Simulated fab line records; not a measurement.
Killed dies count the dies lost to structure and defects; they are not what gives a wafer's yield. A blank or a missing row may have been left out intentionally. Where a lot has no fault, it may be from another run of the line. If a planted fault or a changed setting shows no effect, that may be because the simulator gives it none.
Which of the tools did it? + flow gf180mcu + 36 wafers from 12 lots sampled at 4 of the route's 602 steps

## WHAT THE GAUGES READ, wafer by wafer
GF_PASSIVATION_THK_MEAS_01. Usual: PASSIVATION_CVD_00_THK 1006 nm, standard deviation 13.
| lot  | measured     | on           | PASSIVATION_CVD_00_THK (nm) | flag |
|------|--------------|--------------|-----------------------------|------|
| L459 | day 28 03:26 | filmMetro-04 | 997 1014 1006               |      |
| L461 | day 28 14:44 | filmMetro-04 | 1000 1024 1026              |      |
| L462 | day 29 04:20 | filmMetro-04 | 985 1011 1014               |      |
| L463 | day 29 08:45 | filmMetro-04 | 992 1011 1028               |      |
| L464 | day 29 14:56 | filmMetro-02 | 1017 1004 1029              |      |
| L465 | day 29 23:23 | filmMetro-04 | 993 1012 1020               |      |
| L466 | day 30 08:01 | filmMetro-02 | 1007 999 1017               |      |
| L467 | day 30 15:31 | filmMetro-04 | 994 1009 999                |      |
| L468 | day 30 15:32 | filmMetro-02 | 997 981 1006                |      |
| L472 | day 31 22:58 | filmMetro-01 | 994 995 1009                |      |
| L473 | day 32 04:23 | filmMetro-01 | 1003 1012 1022              |      |
| L477 | day 33 05:15 | filmMetro-04 | 997 1009 1009               |      |

## TOOL THAT RAN EACH LOT (tool first, then ch and the chambers of the sampled wafers, then the start)
| lot  | GF_M3_STRIP_17                      | GF_M5_METAL_ETCH_10              | GF_V5_ETCH_17                                |
|------|-------------------------------------|----------------------------------|----------------------------------------------|
| L459 | plasmaAsher-02 ch 0,1, day 21 08:20 | rieMetal-01 ch 0,1, day 26 07:08 | rieDiel-01 ch 0,3, day 28 03:26 or earlier   |
| L461 | plasmaAsher-01 ch 0,1, day 22 01:28 | rieMetal-03 ch 0,1, day 26 18:26 | rieDiel-02 ch 0,2, day 28 14:44 or earlier   |
| L462 | plasmaAsher-04 ch 0,1, day 22 13:39 | rieMetal-02 ch 0,1, day 27 08:29 | rieDiel-02 ch 0,2,3, day 29 04:20 or earlier |
| L463 | plasmaAsher-02 ch 0,1, day 22 20:02 | rieMetal-03 ch 0,1, day 27 14:20 | rieDiel-01 ch 1,3, day 29 08:45 or earlier   |
| L464 | plasmaAsher-02 ch 1, day 23 05:27   | rieMetal-03 ch 1, day 27 20:16   | rieDiel-02 ch 0,2,3, day 29 14:56 or earlier |
| L465 | plasmaAsher-04 ch 0,1, day 23 14:39 | rieMetal-03 ch 0, day 28 05:08   | rieDiel-01 ch 1,2, day 29 23:23 or earlier   |
| L466 | plasmaAsher-01 ch 0,1, day 24 00:16 | rieMetal-02 ch 0, day 28 13:26   | rieDiel-04 ch 0,3, day 30 08:01 or earlier   |
| L467 | plasmaAsher-01 ch 0,1, day 24 10:14 | rieMetal-03 ch 1, day 28 22:32   | rieDiel-01 ch 1,2,3, day 30 15:31 or earlier |
| L468 | plasmaAsher-02 ch 0,1, day 24 10:54 | rieMetal-02 ch 0, day 28 23:06   | rieDiel-04 ch 0,2,3, day 30 15:32 or earlier |
| L472 | plasmaAsher-02 ch 0,1, day 25 22:34 | rieMetal-03 ch 0,1, day 30 08:11 | rieDiel-02 ch 0,1,2, day 31 22:58 or earlier |
| L473 | plasmaAsher-01 ch 0,1, day 26 07:34 | rieMetal-01 ch 0,1, day 30 14:20 | rieDiel-02 ch 2,3, day 32 04:23 or earlier   |
| L477 | plasmaAsher-01 ch 0, day 27 10:40   | rieMetal-01 ch 0,1, day 31 16:20 | rieDiel-04 ch 0,3, day 33 05:15 or earlier   |
- GF_M3_STRIP_17: strips in O2/N2.
- GF_M5_METAL_ETCH_10: etches the open film in Cl2/BCl3, stops on SiO2, target depth 750.8 nm, time 125.1 s.
- GF_V5_ETCH_17: etches SiO2 in C4F8/O2/Ar, stops on TiN, target depth 855 nm.

## AS READ BY THE TOOLS THEMSELVES (means over the sampled wafers that have a number; for cases with no such wafer, the mark the record gives instead)
GF_M3_STRIP_17. Usual: drypumpMotorCurrentA 5.8 A, standard deviation 0.4; heaterPowerW 316 W, standard deviation 22; oesProductAu 0.538 a.u., standard deviation 0.0055; stripTimeToEndpointS 7.40 s, standard deviation 0.064.
| lot  | tool           | drypumpMotorCurrentA (A) | heaterPowerW (W) | oesProductAu (a.u.) | stripTimeToEndpointS (s) | flag |
|------|----------------|--------------------------|------------------|---------------------|--------------------------|------|
| L459 | plasmaAsher-02 | 5.6                      | 306              | 0.539               | 7.44                     |      |
| L461 | plasmaAsher-01 | 6.1                      | 330              | 0.534               | 7.35                     |      |
| L462 | plasmaAsher-04 | 5.2                      | 323              | 0.529               | 7.31                     |      |
| L463 | plasmaAsher-02 | 5.6                      | 311              | 0.535               | 7.36                     |      |
| L464 | plasmaAsher-02 | 5.6                      | 305              | 0.538               | 7.44                     |      |
| L465 | plasmaAsher-04 | 5.4                      | 328              | 0.546               | 7.55                     |      |
| L466 | plasmaAsher-01 | 6.1                      | 330              | 0.544               | 7.42                     |      |
| L467 | plasmaAsher-01 | 6.3                      | 313              | 0.541               | 7.49                     |      |
| L468 | plasmaAsher-02 | 5.6                      | 304              | 0.539               | 7.36                     |      |
| L472 | plasmaAsher-02 | 5.6                      | 306              | 0.535               | 7.38                     |      |
| L473 | plasmaAsher-01 | 6.1                      | 324              | 0.530               | 7.31                     |      |
| L477 | plasmaAsher-01 | 6.4                      | 291              | 0.538               | 7.43                     |      |

GF_M5_METAL_ETCH_10. Usual: drypumpMotorCurrentA 5.9 A, standard deviation 0.49; oesProductAu 0.990 a.u., standard deviation 0.0069; throttleValvePct 28.229 %, standard deviation 0.012.
| lot  | tool        | drypumpMotorCurrentA (A) | oesProductAu (a.u.) | throttleValvePct (%) | flag |
|------|-------------|--------------------------|---------------------|----------------------|------|
| L459 | rieMetal-01 | 5.6                      | 0.989               | 28.233               |      |
| L461 | rieMetal-03 | 6.4                      | 0.990               | 28.227               |      |
| L462 | rieMetal-02 | 5.6                      | 0.994               | 28.225               |      |
| L463 | rieMetal-03 | 6.3                      | 0.997               | 28.226               |      |
| L464 | rieMetal-03 | 5.7                      | 0.993               | 28.217               |      |
| L465 | rieMetal-03 | 6.8                      | 0.991               | 28.222               |      |
| L466 | rieMetal-02 | 6.4                      | 0.985               | 28.242               |      |
| L467 | rieMetal-03 | 5.7                      | 0.996               | 28.220               |      |
| L468 | rieMetal-02 | 6.4                      | 0.985               | 28.234               |      |
| L472 | rieMetal-03 | 6.0                      | 0.994               | 28.221               |      |
| L473 | rieMetal-01 | 5.6                      | 0.995               | 28.230               |      |
| L477 | rieMetal-01 | 5.6                      | 0.984               | 28.239               |      |

GF_V5_ETCH_17. Usual: oesProductAu reads 0.859 a.u. (standard deviation 0.005).
| lot  | tool       | oesProductAu (a.u.) | flag |
|------|------------|---------------------|------|
| L459 | rieDiel-01 | 0.859               |      |
| L461 | rieDiel-02 | 0.861               |      |
| L462 | rieDiel-02 | 0.858               |      |
| L463 | rieDiel-01 | 0.863               |      |
| L464 | rieDiel-02 | 0.861               |      |
| L465 | rieDiel-01 | 0.856               |      |
| L466 | rieDiel-04 | 0.859               |      |
| L467 | rieDiel-01 | 0.855               |      |
| L468 | rieDiel-04 | 0.856               |      |
| L472 | rieDiel-02 | 0.864               |      |
| L473 | rieDiel-02 | 0.859               |      |
| L477 | rieDiel-04 | 0.859               |      |

## THE ANSWER, worked out from the rows above alone
Rule: take the mean of a lot's wafers that have a number; if it is more than 3 standard deviations from the usual mean, the lot is off. Also off: a lot with no number at a reading for which 4 or more lots have one. All remaining lots with rows at the step are treated as sound. The gauges are gone through in route order, then the tools' own readings, and for those a lot's mean is taken as printed above. The first step at which some lot is off is used, and at that step the reading that is off furthest; a lot without a number counts as furthest.
No lot is off on any of the readings shown, so nothing can be concluded from this.

## WHAT THE SIMULATOR HAD PUT IN
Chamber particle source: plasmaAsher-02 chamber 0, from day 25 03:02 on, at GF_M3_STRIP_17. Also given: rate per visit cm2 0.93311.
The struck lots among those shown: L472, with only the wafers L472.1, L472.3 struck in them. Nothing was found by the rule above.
